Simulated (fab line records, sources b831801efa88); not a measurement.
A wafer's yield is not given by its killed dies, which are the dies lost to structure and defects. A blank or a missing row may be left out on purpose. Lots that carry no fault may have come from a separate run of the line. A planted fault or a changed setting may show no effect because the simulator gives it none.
A struck lot beside a sound one || flow sky130 || 15 out of 708 route steps
Sound: these wafers, L103.1, L103.4, L103.5. Struck: wafer L116.1 (L116.3, L116.4, from the same lot, were not struck and are left out); the cause is given at the end.
Per side, at each step with rows, come the tool, then ch with its chambers, and then its first start. Under that, the readings that differ: sound wafers || struck wafers || difference of the means || sigmas: that difference in standard deviations of wafers without a fault.
alike: words and numbers the same on both sides, and readings whose means are apart by under 2 such deviations; not compared: readings that were withheld, readings missing a value for some wafer, numbers with overlapping values and no deviation given by the record, and bounds like >300 which may hide the same value.
A row with sigmas, a row that says differs or no value, or rows on one side alone: a step with any of these is where the two part. When numbers do not overlap yet have no deviation, they are printed without sigmas and do not part them. A reading missing from all wafers of one side parts the sides only when that side holds two or more wafers.

SKY_FIELD_ISO_ETCH_15: etches the open film in CHF3/O2, stops on Si, target depth 180 nm, time 72 s.
  sound on rie diel-02 ch 0,3, day 3 12:55; struck on rie diel-03 ch 2, day 6 09:23
  alike: O2_flow_sccm, chf3 flow sccm, drypump motor current A, oes product au, throttle valve pct
  not compared: rf hours counter h
SKY_FIELD_ISO_STRIP_16: strips in O2/N2.
  sound on plasma asher-03 ch 0,1, day 3 12:58; struck on plasma asher-04 ch 0, day 6 09:26
  alike: drypump motor current A, n2 flow sccm, oes product au, strip time to endpoint s
  not compared: rf hours counter h
SKY_FIELD_ISO_ETCH_17: etches Si in HBr/Cl2/O2, target depth 342 nm, time 97.7 s.
  sound on rie si-02 ch 1,2,3, day 3 13:04; struck on rie si-01 ch 0, day 6 09:32
  alike: O2_flow_sccm, drypump motor current A, oes product au, throttle valve pct
  not compared: rf hours counter h
then, 5 steps without rows for these wafers: SKY_FIELD_ISO_WET_ETCH_18 (etches Si3N4 in H3PO4, target depth 25 nm, time 286 s); SKY_FIELD_ISO_CLEAN_19 (cleans in SC1/SC2, time 150 s); SKY_FIELD_ISO_CLEAN_20 (cleans in dHF, time 20 s); SKY_FIELD_ISO_WET_ETCH_21 (etches SiO2 in dHF, target depth 20 nm, time 400 s); SKY_FIELD_ISO_OXIDATION_22 (stabilise 600 s, purge 300 s, target thk 10 nm).
SKY_FIELD_ISO_THK_MEAS_23:
  struck on film metro-02, day 6 11:16; sound on film metro-04, day 3 15:46
  alike: FIELD_ISO_OXIDATION_01_THK
then, 1 step without rows for these wafers: SKY_FIELD_ISO_CVD_24 (deposits SiO2, target thk 595 nm, time 99.2 s).
SKY_FIELD_ISO_THK_MEAS_25:
  struck on film metro-04, day 6 11:23; sound on film metro-04, day 3 15:54
  alike: FIELD_ISO_CVD_24_THK
then, 1 step without rows for these wafers: SKY_FIELD_ISO_ANNEAL_26 (time 1800 s).
SKY_FIELD_ISO_CMP_27: polishes, stops on Si3N4, t overpolish 16 s, target thk 457.8 nm.
  sound on cmp-01 ch 0,2,3, day 3 21:28; struck on cmp-01 ch 0, day 6 12:57
{"reading": "time to endpoint s (s)", "sound": "106 107 114", "struck": 59, "difference": -50, "sigmas": -12}
  alike: motor current A, overpolish run s
then, 1 step without rows for these wafers: SKY_FIELD_ISO_WET_ETCH_28 (etches SiO2 in dHF, target depth 23.7 nm, time 47 s).
-- here the record skips 44 days between the struck wafers' starts before and after, leaving off in module FIELD_ISO and picking up in module PAD_OPEN (first step shown: number 708 of the route) --
SKY_PAD_OPEN_PROBE_99:
  struck on prober-02, day 50 12:26; sound on prober-01, day 48 04:11
{"reading": "killed at contacts", "sound": "18 21 26", "struck": 35, "difference": "+13", "sigmas": "+3"}
  alike: killed_at_M0_to_M3, killed_at_M4_up, killed at front end, killed at other, killed dies, killed open, killed short

== WHERE THEY PART ==
At SKY_FIELD_ISO_CMP_27 first; at SKY_PAD_OPEN_PROBE_99 last (within this record only).

WHY: whatever the simulator had introduced
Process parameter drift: cmp-01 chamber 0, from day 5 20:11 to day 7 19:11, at SKY_FIELD_ISO_CMP_27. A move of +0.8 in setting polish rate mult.
